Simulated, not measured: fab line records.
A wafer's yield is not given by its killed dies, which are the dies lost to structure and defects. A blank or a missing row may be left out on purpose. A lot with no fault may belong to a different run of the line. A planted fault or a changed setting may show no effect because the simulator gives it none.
Which of the tools did it? | flow sky130 | 13 lots with 39 wafers sampled at 4 steps, on a route of 708 steps

== WHAT EACH GAUGE READ, for each wafer ==
SKY_SONOS_ONO_OVL_MEAS_14. Usual: SONOS_ONO_OVL -0.5 nm, standard deviation 1.1.
lot  | measured     | on         | SONOS_ONO_OVL (nm) | flag
L528 | day 12 16:47 | overlay-01 | -1.4 0.7 0.0       |
L530 | day 13 12:36 | overlay-01 | 0.7 0.3 -0.2       |
L534 | day 14 18:11 | overlay-01 | 0.8 -0.1 -2.5      |
L533 | day 14 19:05 | overlay-01 | -1.3 -1.3 -0.7     |
L539 | day 16 06:14 | overlay-01 | -0.9 -0.8 -0.6     |
L542 | day 17 14:35 | overlay-01 | -0.8 -3.2 -1.1     |
L544 | day 18 08:56 | overlay-02 | 0.5 -0.6 -0.7      |
L545 | day 18 12:56 | overlay-01 | -0.7 -1.5 -0.5     |
L546 | day 18 23:36 | overlay-01 | -0.3 -3.2 -0.1     |
L547 | day 19 13:35 | overlay-01 | 0.4 0.4 -1.2       |
L548 | day 19 23:14 | overlay-01 | 1.7 1.4 0.7        |
L549 | day 20 04:17 | overlay-02 | -0.7 -2.3 -1.6     |
L550 | day 20 13:53 | overlay-02 | -0.5 -1.5 -0.3     |

SKY_POLY_GATE_THK_MEAS_01. Usual: POLY_GATE_CVD_00_THK 180.5 nm, standard deviation 1.6.
lot  | measured     | on            | POLY_GATE_CVD_00_THK (nm) | flag
L528 | day 14 01:51 | film metro-03 | 179.8 179.3 180.1         |
L530 | day 14 19:52 | film metro-04 | 181.1 180.9 180.9         |
L534 | day 16 02:48 | film metro-04 | 182.4 182.2 182.8         |
L533 | day 16 05:29 | film metro-04 | 182.6 181.1 180.2         |
L539 | day 17 17:26 | film metro-02 | 182.7 182.0 182.1         |
L542 | day 19 04:07 | film metro-03 | 178.4 178.6 179.7         |
L544 | day 20 02:15 | film metro-04 | 178.6 179.2 177.5         |
L545 | day 20 02:15 | film metro-02 | 179.0 180.2 180.3         |
L546 | day 20 12:56 | film metro-03 | 182.5 181.4 183.1         |
L547 | day 21 04:16 | film metro-03 | 179.6 180.1 179.1         |
L548 | day 21 14:40 | film metro-04 | 181.5 180.9 182.8         |
L549 | day 21 17:00 | film metro-04 | 181.5 179.7 182.9         |
L550 | day 22 02:47 | film metro-02 | 182.0 182.0 181.1         |

SKY_LDD_LDN_OVL_MEAS_07. Usual: LDD_LDN_OVL 1.1 nm, standard deviation 1.5.
lot  | measured     | on         | LDD_LDN_OVL (nm) | flag
L528 | day 22 23:55 | overlay-02 | 2.1 2.0 1.9      |
L530 | day 23 16:17 | overlay-02 | 1.6 0.6 1.2      |
L534 | day 25 04:28 | overlay-01 | -1.8 -0.7 0.6    |
L533 | day 25 08:10 | overlay-01 | -2.5 0.1 0.6     |
L539 | day 26 17:40 | overlay-01 | -3.0 -1.8 1.3    |
L542 | day 28 02:22 | overlay-02 | -0.5 0.3 0.2     |
L544 | day 28 23:49 | overlay-02 | 0.9 2.2 3.1      |
L545 | day 29 00:28 | overlay-02 | 0.5 1.7 0.9      |
L546 | day 29 06:47 | overlay-01 | 1.3 -0.3 1.6     |
L547 | day 29 21:46 | overlay-02 | 4.2 2.0 2.4      |
L548 | day 30 07:31 | overlay-01 | 0.5 0.3 0.9      |
L549 | day 30 10:34 | overlay-01 | 1.7 2.2 0.6      |
L550 | day 30 20:37 | overlay-02 | 0.6 1.8 1.8      |

== WHAT TOOL EACH LOT RAN ON (gives the tool, then ch and the chambers of the sampled wafers, and finally the start) ==
lot  | SKY_LDD_N_STRIP_16
L528 | plasma asher-03 ch 0,1, day 17 22:05
L530 | plasma asher-04 ch 0,1, day 18 13:59
L534 | plasma asher-04 ch 0,1, day 20 01:53
L533 | plasma asher-04 ch 0,1, day 20 06:53
L539 | plasma asher-03 ch 0,1, day 21 18:11
L542 | plasma asher-04 ch 0,1, day 23 04:08
L544 | plasma asher-03 ch 0,1, day 24 02:41
L545 | plasma asher-03 ch 0,1, day 24 03:14
L546 | plasma asher-01 ch 0,1, day 24 11:23
L547 | plasma asher-01 ch 0,1, day 25 02:35
L548 | plasma asher-01 ch 0,1, day 25 13:31
L549 | plasma asher-01 ch 0,1, day 25 15:35
L550 | plasma asher-03 ch 0,1, day 26 03:35
- SKY_LDD_N_STRIP_16: strips in O2/N2.

== WHAT THE TOOLS THEMSELVES READ (means of the sampled wafers that have a number; where no wafer has one, the mark that the record gives instead) ==
SKY_LDD_N_STRIP_16. Usual: drypump motor current A 5.8 A, standard deviation 0.43; oes product au 0.406 a.u., standard deviation 0.0044; strip time to endpoint s 4.317 s, standard deviation 0.015.
lot  | tool            | drypump motor current A (A) | oes product au (a.u.) | strip time to endpoint s (s) | flag
L528 | plasma asher-03 | 5.5                         | 0.406                 | 4.296                        |
L530 | plasma asher-04 | 5.8                         | 0.410                 | 4.324                        |
L534 | plasma asher-04 | 6.0                         | 0.405                 | 4.300                        |
L533 | plasma asher-04 | 5.8                         | 0.408                 | 4.311                        |
L539 | plasma asher-03 | 5.4                         | 0.406                 | 4.309                        |
L542 | plasma asher-04 | 5.8                         | 0.403                 | 4.301                        |
L544 | plasma asher-03 | 5.5                         | 0.409                 | 4.309                        |
L545 | plasma asher-03 | 5.5                         | 0.406                 | 4.325                        |
L546 | plasma asher-01 | 6.4                         | 0.407                 | 4.329                        |
L547 | plasma asher-01 | 6.1                         | 0.406                 | 4.328                        |
L548 | plasma asher-01 | 6.4                         | 0.406                 | 4.321                        |
L549 | plasma asher-01 | 6.5                         | 0.409                 | 4.317                        |
L550 | plasma asher-03 | 5.4                         | 0.405                 | 4.307                        |

== THE ANSWER, worked out from the rows above alone ==
Rule: take the mean of a lot's wafers that have a number; if it is more than 3 standard deviations from the usual mean, the lot is off. Also off: a lot with no number at a reading for which 4 or more lots have one. All remaining lots with rows at the step are treated as sound. The gauges are gone through in route order, then the tools' own readings, and for those a lot's mean is taken as printed above. The first step at which some lot is off is used, and at that step the reading that is off furthest; a lot without a number counts as furthest.
Across all readings shown, no lot is off: no conclusion can be drawn from this.

== WHAT THE SIMULATOR PUT IN ==
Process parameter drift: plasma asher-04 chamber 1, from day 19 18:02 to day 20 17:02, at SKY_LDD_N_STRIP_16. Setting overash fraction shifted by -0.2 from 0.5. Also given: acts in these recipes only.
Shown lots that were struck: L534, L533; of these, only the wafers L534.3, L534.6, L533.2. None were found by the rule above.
